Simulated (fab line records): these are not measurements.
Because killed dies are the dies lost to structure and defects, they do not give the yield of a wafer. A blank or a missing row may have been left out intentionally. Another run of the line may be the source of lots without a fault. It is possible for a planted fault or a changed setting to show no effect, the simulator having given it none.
Chamber matching	flow gf180mcu	3 sister chambers for GF_V3_CVD_02 on pecvd-04
The step deposits SiO2 from TEOS, target thk 850 nm, time 94.851 s. 6 wafers are shown with their chamber, then 12 later ones without.

## WAFERS WITH THEIR CHAMBER
wafer	chamber	heaterPowerW (W)
L081.3	0	593
L083.2	2	670
L083.3	0	517
L085.2	1	498
L085.3	2	576
L085.6	1	550

## WAFERS WITH NO CHAMBER GIVEN
wafer	heaterPowerW (W)
L086.1	536
L086.3	591
L086.5	584
L088.3	601
L088.4	493
L088.6	478
L090.1	672
L090.2	632
L090.3	505
L093.1	555
L093.4	600
L093.5	592

## CHAMBER TAKEN BY EACH
wafer	from the rows above	in truth
L086.1	can't be placed: 1 or 0 or 2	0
L086.3	can't be placed: 2 or 0 or 1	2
L086.5	can't be placed: 0 or 2 or 1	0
L088.3	can't be placed: 2 or 0 or 1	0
L088.4	can't be placed: 1 or 0 or 2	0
L088.6	can't be placed: 1 or 0 or 2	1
L090.1	can't be placed: 2 or 0 or 1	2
L090.2	can't be placed: 2 or 0 or 1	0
L090.3	can't be placed: 1 or 0 or 2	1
L093.1	can't be placed: 0 or 1 or 2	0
L093.4	can't be placed: 2 or 0 or 1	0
L093.5	can't be placed: 2 or 0 or 1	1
Correctly placed: 0 of 12. Not placeable from these rows: 12 (in 12, the candidates include the true chamber). Placed wrongly: 0.
How it was worked out, from the rows above alone: a wafer's distance from a chamber is the root of the sum, over the readings, of the square of ((its reading less the chamber's mean) divided by the reading's scatter). If the next closest chamber is less than 2 further off than the closest, the wafer can't be placed; otherwise it belongs to the closest. A chamber's mean is the mean of its shown wafers. How the scatter is found: for the shown wafers, subtract from each reading the mean of its chamber, square and add these, divide the total by (wafers less chambers), then take the root.
